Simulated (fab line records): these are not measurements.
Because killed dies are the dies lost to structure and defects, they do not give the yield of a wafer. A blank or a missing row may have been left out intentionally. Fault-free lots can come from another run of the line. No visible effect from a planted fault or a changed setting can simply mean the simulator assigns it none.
The tool behind it: which one?	flow gf180mcu	15 lots with 45 wafers sampled at 4 steps, on a route of 602 steps

## WHAT THE GAUGES READ, wafer by wafer
The record lacks any reading of a measuring or inspecting step that a usual standard deviation could be used to judge.

## EACH LOT AND THE TOOL THAT RAN IT (in order: tool; ch and the chambers of the sampled wafers; start)
lot	GF_V5_SPUTTER_22	GF_TOP_METAL_SPUTTER_03	GF_TOP_METAL_DEVELOP_13	GF_PASSIVATION_CVD_02
L820	pvd_sputter-03, day 27 10:53	pvd_sputter-01, day 27 11:50	litho_track-03 ch 0, day 28 07:37	pecvd-04 ch 0,1,2, day 28 08:44
L821	pvd_sputter-03, day 27 14:46	pvd_sputter-01, day 27 15:50	litho_track-01 ch 0, day 28 10:35	pecvd-03 ch 0,1,2, day 28 11:49
L823	pvd_sputter-02, day 28 09:57	pvd_sputter-04, day 28 10:45	litho_track-01 ch 0, day 29 05:36	pecvd-01 ch 1,2, day 29 06:49
L824	pvd_sputter-02, day 28 21:44	pvd_sputter-04, day 28 22:34	litho_track-01 ch 0, day 29 16:57	pecvd-03 ch 0,1,2, day 29 18:19
L826	pvd_sputter-03, day 29 06:05	pvd_sputter-03, day 29 06:54	litho_track-01 ch 0, day 30 01:44	pecvd-01 ch 0,1,2, day 30 03:02
L831	pvd_sputter-03, day 30 15:36	pvd_sputter-04, day 30 16:25	litho_track-01 ch 0, day 31 09:15	pecvd-04 ch 0,2, day 31 10:24
L833	pvd_sputter-01, day 31 07:57	pvd_sputter-03, day 31 08:46	litho_track-01, day 32 02:00	-
L834	pvd_sputter-02, day 31 09:51	pvd_sputter-03, day 31 10:40	litho_track-02, day 32 03:00	-
L835	pvd_sputter-03, day 31 14:14	pvd_sputter-03, day 31 15:02	litho_track-03, day 32 06:59	-
L836	pvd_sputter-01, day 32 13:39	pvd_sputter-03, day 32 14:34	litho_track-02 ch 0, day 33 06:17	pecvd-04 ch 0,1,2, day 33 07:30
L837	pvd_sputter-03, day 32 13:47	pvd_sputter-01, day 32 14:52	litho_track-03 ch 0, day 33 06:35	pecvd-04 ch 1,2, day 33 07:44
L838	pvd_sputter-01, day 32 18:06	pvd_sputter-03, day 32 18:55	litho_track-02 ch 0, day 33 09:30	pecvd-01 ch 0,1,2, day 33 10:38
L840	pvd_sputter-02, day 32 21:12	pvd_sputter-04, day 32 22:01	litho_track-02 ch 0, day 33 12:21	pecvd-03 ch 0,1, day 33 13:32
L841	pvd_sputter-02, day 33 10:24	pvd_sputter-01, day 33 11:13	litho_track-01 ch 0, day 34 02:27	pecvd-03 ch 0,1,2, day 34 03:36
L842	pvd_sputter-02, day 33 19:30	pvd_sputter-01, day 33 20:18	litho_track-02 ch 0, day 34 11:18	pecvd-03 ch 0,1,2, day 34 12:28
- GF_V5_SPUTTER_22: material TiN, target thk 10 nm, time 40 s.
- GF_TOP_METAL_SPUTTER_03: material Ti, target thk 5 nm, time 3.3 s.
- GF_TOP_METAL_DEVELOP_13: develop time 60 s.
- GF_PASSIVATION_CVD_02: deposits Si3N4, target thk 700 nm, time 486.18 s.

## AS READ BY THE TOOLS THEMSELVES (means over the sampled wafers that have a number; for cases with no such wafer, the mark the record gives instead)
GF_V5_SPUTTER_22. Usual: throttle_valve_pct reads 30.3 % (standard deviation 0.8).
lot	tool	throttle_valve_pct (%)	flag
L820	pvd_sputter-03	30.3	
L821	pvd_sputter-03	30.3	
L823	pvd_sputter-02	31.3	
L824	pvd_sputter-02	30.6	
L826	pvd_sputter-03	30.7	
L831	pvd_sputter-03	30.2	
L833	pvd_sputter-01	29.2	
L834	pvd_sputter-02	30.7	
L835	pvd_sputter-03	29.8	
L836	pvd_sputter-01	29.4	
L837	pvd_sputter-03	30.1	
L838	pvd_sputter-01	30.0	
L840	pvd_sputter-02	30.3	
L841	pvd_sputter-02	31.1	
L842	pvd_sputter-02	30.8	

GF_TOP_METAL_SPUTTER_03. Usual: throttle_valve_pct reads 29.8 % (standard deviation 0.87).
lot	tool	throttle_valve_pct (%)	flag
L820	pvd_sputter-01	29.2	
L821	pvd_sputter-01	30.1	
L823	pvd_sputter-04	28.3	
L824	pvd_sputter-04	29.8	
L826	pvd_sputter-03	30.3	
L831	pvd_sputter-04	27.8	
L833	pvd_sputter-03	30.6	
L834	pvd_sputter-03	30.0	
L835	pvd_sputter-03	30.5	
L836	pvd_sputter-03	30.2	
L837	pvd_sputter-01	29.6	
L838	pvd_sputter-03	29.9	
L840	pvd_sputter-04	28.6	
L841	pvd_sputter-01	29.8	
L842	pvd_sputter-01	29.7	

GF_TOP_METAL_DEVELOP_13. Usual: chill_plate_temp_C reads 23.00 C (standard deviation 0.1).
lot	tool	chill_plate_temp_C (C)	flag
L820	litho_track-03	22.95	
L821	litho_track-01	23.01	
L823	litho_track-01	23.10	
L824	litho_track-01	23.09	
L826	litho_track-01	23.11	
L831	litho_track-01	22.92	
L833	litho_track-01	-	OFF
L834	litho_track-02	-	OFF
L835	litho_track-03	-	OFF
L836	litho_track-02	23.02	
L837	litho_track-03	23.02	
L838	litho_track-02	23.04	
L840	litho_track-02	23.01	
L841	litho_track-01	23.00	
L842	litho_track-02	22.95	

GF_PASSIVATION_CVD_02. Usual: heater_power_outer_w 414 W, standard deviation 56; heater_power_w 693 W, standard deviation 72.
lot	tool	heater_power_outer_w (W)	heater_power_w (W)	flag
L820	pecvd-04	407	667	
L821	pecvd-03	411	714	
L823	pecvd-01	433	720	
L824	pecvd-03	403	707	
L826	pecvd-01	448	734	
L831	pecvd-04	421	670	
L836	pecvd-04	430	708	
L837	pecvd-04	435	703	
L838	pecvd-01	389	666	
L840	pecvd-03	435	728	
L841	pecvd-03	433	729	
L842	pecvd-03	397	687	

## THE ANSWER, worked out from the rows above alone
Rule: a lot is off if the mean of its wafers that have a number lies more than 3 standard deviations from the usual mean. Also off: a lot with no number at a reading for which 4 or more lots have one. The other lots that the step has rows for count as sound. Order of review: gauges by route order, followed by the tools' own readings, for which a lot's mean as printed above is used. At the first step where some lot is off, the reading lying furthest off is the one used; lots without a number count as furthest.
Off: L833, L834, L835 (GF_TOP_METAL_DEVELOP_13, chill_plate_temp_C). Without a number there: L833, L834, L835.
A tool fits if, at that step or a process step before it, it ran every lot that is off, and no sound lot after the first of them. Not one of the candidates tried fits.

## WHAT WAS PUT IN BY THE SIMULATOR
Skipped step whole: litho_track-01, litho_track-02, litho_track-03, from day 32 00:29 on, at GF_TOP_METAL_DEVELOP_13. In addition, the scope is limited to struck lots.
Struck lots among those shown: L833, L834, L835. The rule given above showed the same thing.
